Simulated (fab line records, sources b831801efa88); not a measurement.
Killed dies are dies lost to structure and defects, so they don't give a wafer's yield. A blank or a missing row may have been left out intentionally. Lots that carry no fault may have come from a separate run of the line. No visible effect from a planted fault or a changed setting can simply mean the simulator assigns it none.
Which tool is to blame? | flow gf180mcu | Sampling: 24 lots, 72 wafers, 6 of 602 route steps

== WHAT EACH GAUGE READ, for each wafer ==
GF_V2_OVL_MEAS_15.
lot  | measured     | on         | V2_OVL (nm)
L074 | day 20 11:01 | overlay-02 | 8 6 0
L075 | day 20 15:21 | overlay-01 | 11 12 10
L076 | day 21 08:31 | overlay-01 | 1 4 -1
L077 | day 21 11:48 | overlay-01 | 1 2 6
L078 | day 21 22:26 | overlay-01 | 2 3 0
L079 | day 22 10:16 | overlay-01 | -5 5 -8
L080 | day 22 18:00 | overlay-01 | -5 -1 -3
L081 | day 23 03:58 | overlay-01 | 0 5 0
L082 | day 23 11:10 | overlay-02 | -5 -10 -8
L083 | day 23 17:45 | overlay-01 | -3 -2 -5
L084 | day 24 06:23 | overlay-01 | -6 -8 4
L085 | day 24 10:32 | overlay-01 | -5 -1 -9
L086 | day 24 20:53 | overlay-02 | 2 -6 -6
L087 | day 25 02:08 | overlay-02 | 3 -4 -5
L088 | day 25 09:35 | overlay-02 | 8 1 13
L089 | day 25 19:55 | overlay-01 | -3 -8 -7
L090 | day 26 00:25 | overlay-01 | -1 -4 2
L091 | day 26 06:44 | overlay-02 | 0 2 6
L092 | day 26 16:26 | overlay-01 | -2 2 -6
L093 | day 26 22:23 | overlay-02 | 4 5 -2
L094 | day 27 05:14 | overlay-02 | 7 3 11
L095 | day 27 11:45 | overlay-01 | -8 -7 -6
L096 | day 27 21:26 | overlay-01 | 5 1 -4
L097 | day 28 00:42 | overlay-01 | -7 -5 -9

GF_M4_THK_MEAS_06: measures by xrf.
lot  | measured     | on            | M4_ALCU_THK (nm)
L074 | day 22 15:41 | film metro-04 | 445 446 450
L075 | day 22 19:51 | film metro-03 | 452 444 451
L076 | day 23 12:47 | film metro-04 | 446 448 448
L077 | day 23 15:55 | film metro-01 | 444 438 441
L078 | day 24 00:52 | film metro-01 | 439 447 438
L079 | day 24 12:37 | film metro-04 | 452 450 458
L080 | day 24 19:59 | film metro-03 | 448 446 452
L081 | day 25 06:37 | film metro-03 | 439 448 445
L082 | day 25 11:55 | film metro-01 | 441 445 441
L083 | day 25 18:24 | film metro-01 | 442 446 442
L084 | day 26 05:33 | film metro-03 | 447 455 453
L085 | day 26 10:11 | film metro-01 | 444 437 440
L086 | day 26 19:46 | film metro-01 | 450 452 455
L087 | day 27 01:55 | film metro-03 | 444 442 439
L088 | day 27 08:17 | film metro-01 | 440 454 450
L089 | day 27 18:31 | film metro-04 | 448 452 439
L090 | day 27 22:08 | film metro-01 | 446 449 441
L091 | day 28 04:40 | film metro-03 | 450 456 456
L092 | day 28 14:10 | film metro-03 | 449 463 448
L093 | day 28 18:30 | film metro-01 | 447 445 451
L094 | day 29 01:59 | film metro-03 | 443 441 441
L095 | day 29 08:25 | film metro-04 | 445 444 444
L096 | day 29 17:05 | film metro-04 | 460 459 453
L097 | day 29 21:21 | film metro-04 | 442 451 451

GF_V4_THK_MEAS_03.
lot  | measured     | on            | V4_CVD_02_THK (nm)
L074 | day 23 15:46 | film metro-04 | 845 864 865
L075 | day 23 19:18 | film metro-04 | 854 837 856
L076 | day 24 11:38 | film metro-03 | 869 857 847
L077 | day 24 15:11 | film metro-02 | 857 867 862
L078 | day 24 23:02 | film metro-02 | 841 853 856
L079 | day 25 11:22 | film metro-03 | 846 852 857
L080 | day 25 18:04 | film metro-03 | 839 843 847
L081 | day 26 04:22 | film metro-02 | 846 859 855
L082 | day 26 10:41 | film metro-04 | 847 855 868
L083 | day 26 15:50 | film metro-02 | 852 875 875
L084 | day 27 02:38 | film metro-03 | 855 860 868
L085 | day 27 07:11 | film metro-02 | 852 835 848
L086 | day 27 17:12 | film metro-04 | 854 849 863
L087 | day 27 23:05 | film metro-03 | 853 855 871
L088 | day 28 06:06 | film metro-04 | 843 849 860
L089 | day 28 15:28 | film metro-03 | 846 848 858
L090 | day 28 18:29 | film metro-02 | 844 858 857
L091 | day 29 01:35 | film metro-03 | 837 842 851
L092 | day 29 10:13 | film metro-03 | 840 843 847
L093 | day 29 15:13 | film metro-04 | 846 855 848
L094 | day 29 22:19 | film metro-03 | 838 839 852
L095 | day 30 04:37 | film metro-04 | 850 857 861
L096 | day 30 13:02 | film metro-03 | 834 837 861
L097 | day 30 16:44 | film metro-02 | 844 861 848

GF_PASSIVATION_THK_MEAS_03.
lot  | measured     | on            | PASSIVATION_CVD_02_THK (nm)
L074 | day 28 08:33 | film metro-04 | 710 711 726
L075 | day 28 11:26 | film metro-03 | 704 697 701
L076 | day 29 02:04 | film metro-03 | 712 705 708
L077 | day 29 05:05 | film metro-04 | 692 701 702
L078 | day 29 13:59 | film metro-04 | 694 706 704
L079 | day 29 23:12 | film metro-04 | 691 691 703
L080 | day 30 06:36 | film metro-04 | 685 674 693
L081 | day 30 13:40 | film metro-02 | 699 709 707
L082 | day 30 20:20 | film metro-02 | 699 703 713
L083 | day 31 00:34 | film metro-02 | 687 711 707
L084 | day 31 10:50 | film metro-02 | 688 690 708
L085 | day 31 14:04 | film metro-03 | 687 685 684
L086 | day 31 23:46 | film metro-02 | 689 699 709
L087 | day 32 03:35 | film metro-02 | 685 687 707
L088 | day 32 10:05 | film metro-02 | 702 708 709
L089 | day 32 17:24 | film metro-03 | 683 695 700
L090 | day 32 20:03 | film metro-04 | 687 701 698
L091 | day 33 03:28 | film metro-02 | 686 694 694
L092 | day 33 10:06 | film metro-04 | 688 709 710
L093 | day 33 14:36 | film metro-02 | 697 704 710
L094 | day 33 18:47 | film metro-04 | 689 695 707
L095 | day 34 00:52 | film metro-04 | 692 717 714
L096 | day 34 08:35 | film metro-03 | 693 684 703
L097 | day 34 09:24 | film metro-04 | 700 704 710

== WHICH TOOL RAN EACH LOT (tool, then ch and the chambers of the sampled wafers, then the start) ==
lot  | GF_M4_METAL_ETCH_16               | GF_V5_CVD_23
L074 | rie metal-04 ch 0,1, day 23 14:35 | cvd w-02 ch 0,1, day 27 10:35
L075 | rie metal-03 ch 0,1, day 23 18:26 | cvd w-01 ch 1, day 27 13:11
L076 | rie metal-01 ch 0,1, day 24 10:47 | cvd w-02 ch 0,1, day 28 03:47
L077 | rie metal-04 ch 0,1, day 24 13:58 | cvd w-01 ch 0,1, day 28 07:34
L078 | rie metal-01 ch 0,1, day 24 22:09 | cvd w-02 ch 0,1, day 28 15:49
L079 | rie metal-04 ch 0,1, day 25 10:30 | cvd w-02 ch 0,1, day 29 02:26
L080 | rie metal-04 ch 0,1, day 25 17:13 | cvd w-02 ch 0,1, day 29 08:46
L081 | rie metal-04 ch 1, day 26 03:26   | cvd w-02 ch 0,1, day 29 16:38
L082 | rie metal-04 ch 1, day 26 09:47   | cvd w-01 ch 0,1, day 29 22:38
L083 | rie metal-03 ch 0,1, day 26 14:59 | cvd w-02 ch 0,1, day 30 04:31
L084 | rie metal-01 ch 0,1, day 27 01:47 | cvd w-01 ch 0,1, day 30 13:46
L085 | rie metal-04 ch 1, day 27 06:16   | cvd w-02 ch 1, day 30 17:49
L086 | rie metal-04 ch 1, day 27 16:14   | cvd w-02 ch 0,1, day 31 03:34
L087 | rie metal-04 ch 0, day 27 22:07   | cvd w-01 ch 0,1, day 31 08:01
L088 | rie metal-01 ch 0,1, day 28 04:50 | cvd w-02 ch 1, day 31 14:35
L089 | rie metal-01 ch 0,1, day 28 14:38 | cvd w-01 ch 0,1, day 31 22:17
L090 | rie metal-01 ch 0,1, day 28 17:38 | cvd w-02 ch 0,1, day 32 01:46
L091 | rie metal-03 ch 0,1, day 29 00:27 | cvd w-02 ch 0,1, day 32 08:53
L092 | rie metal-03 ch 0,1, day 29 09:21 | cvd w-01 ch 0, day 32 16:02
L093 | rie metal-01 ch 0, day 29 14:15   | cvd w-02 ch 0,1, day 32 20:46
L094 | rie metal-01 ch 0,1, day 29 21:28 | cvd w-01 ch 0,1, day 33 02:19
L095 | rie metal-03 ch 1, day 30 03:46   | cvd w-01 ch 0,1, day 33 07:03
L096 | rie metal-01 ch 0, day 30 12:03   | cvd w-01 ch 0,1, day 33 14:35
L097 | rie metal-03 ch 0,1, day 30 15:55 | cvd w-01 ch 0,1, day 33 16:21
- GF_M4_METAL_ETCH_16: etches the open film in Cl2/BCl3, stops on SiO2, target depth 627.5 nm, time 104.6 s.
- GF_V5_CVD_23: deposits W, target thk 350 nm, time 104.9 s.

== AS READ BY THE TOOLS THEMSELVES (means over the sampled wafers that have a number; for cases with no such wafer, the mark the record gives instead) ==
GF_M4_METAL_ETCH_16.
lot  | tool         | drypump motor current A (A) | oes product au (a.u.) | throttle valve pct (%)
L074 | rie metal-04 | 6.2                         | 0.966                 | 28.260
L075 | rie metal-03 | 6.0                         | 0.966                 | 28.258
L076 | rie metal-01 | 6.5                         | 0.969                 | 28.255
L077 | rie metal-04 | 6.2                         | 0.963                 | 28.260
L078 | rie metal-01 | 6.1                         | 0.969                 | 28.251
L079 | rie metal-04 | 5.7                         | 0.971                 | 28.252
L080 | rie metal-04 | 5.7                         | 0.969                 | 28.256
L081 | rie metal-04 | 6.7                         | 0.961                 | 28.267
L082 | rie metal-04 | 6.7                         | 0.966                 | 28.255
L083 | rie metal-03 | 6.0                         | 0.965                 | 28.257
L084 | rie metal-01 | 6.5                         | 0.971                 | 28.243
L085 | rie metal-04 | 6.7                         | 0.967                 | 28.258
L086 | rie metal-04 | 6.7                         | 0.974                 | 28.244
L087 | rie metal-04 | 5.2                         | 0.967                 | 28.265
L088 | rie metal-01 | 6.1                         | 0.972                 | 28.252
L089 | rie metal-01 | 6.1                         | 0.969                 | 28.254
L090 | rie metal-01 | 6.4                         | 0.968                 | 28.249
L091 | rie metal-03 | 6.0                         | 0.970                 | 28.256
L092 | rie metal-03 | 6.0                         | 0.966                 | 28.254
L093 | rie metal-01 | 6.7                         | 0.976                 | 28.249
L094 | rie metal-01 | 6.2                         | 0.965                 | 28.254
L095 | rie metal-03 | 6.7                         | 0.965                 | 28.260
L096 | rie metal-01 | 6.8                         | 0.974                 | 28.233
L097 | rie metal-03 | 6.0                         | 0.968                 | 28.255

GF_V5_CVD_23.
lot  | tool     | heater power w (W)
L074 | cvd w-02 | 954
L075 | cvd w-01 | 874
L076 | cvd w-02 | 996
L077 | cvd w-01 | 819
L078 | cvd w-02 | 992
L079 | cvd w-02 | 1001
L080 | cvd w-02 | 953
L081 | cvd w-02 | 981
L082 | cvd w-01 | 755
L083 | cvd w-02 | 1002
L084 | cvd w-01 | 817
L085 | cvd w-02 | 876
L086 | cvd w-02 | 959
L087 | cvd w-01 | 754
L088 | cvd w-02 | 898
L089 | cvd w-01 | 755
L090 | cvd w-02 | 1005
L091 | cvd w-02 | 1014
L092 | cvd w-01 | 693
L093 | cvd w-02 | 975
L094 | cvd w-01 | 761
L095 | cvd w-01 | 824
L096 | cvd w-01 | 819
L097 | cvd w-01 | 811

== THE ANSWER, worked out from the rows above alone ==
Rule: usual is defined by the lots themselves. Put in order of their means at a reading, lots are off if they are a third of the lots or fewer, leave a main group of 4 or more, and stand apart from it by a gap of 3 or more times the standard deviation of the main group's means; of several such gaps the widest counts. If all means in a main group match to the digits the tables above print for the reading, that group is not used. Also off: a lot with no number at a reading for which 4 or more lots have one. Where the step has rows for the other lots, those lots are counted as sound. The gauges are gone through in route order, then the tools' own readings, and for those a lot's mean is taken as printed above. The first step at which some lot is off is used, and at that step the reading that is off furthest; a lot without a number counts as furthest.
No lot is off on any of the readings shown, so nothing can be concluded from this.

== WHAT HAD BEEN PUT IN BY THE SIMULATOR ==
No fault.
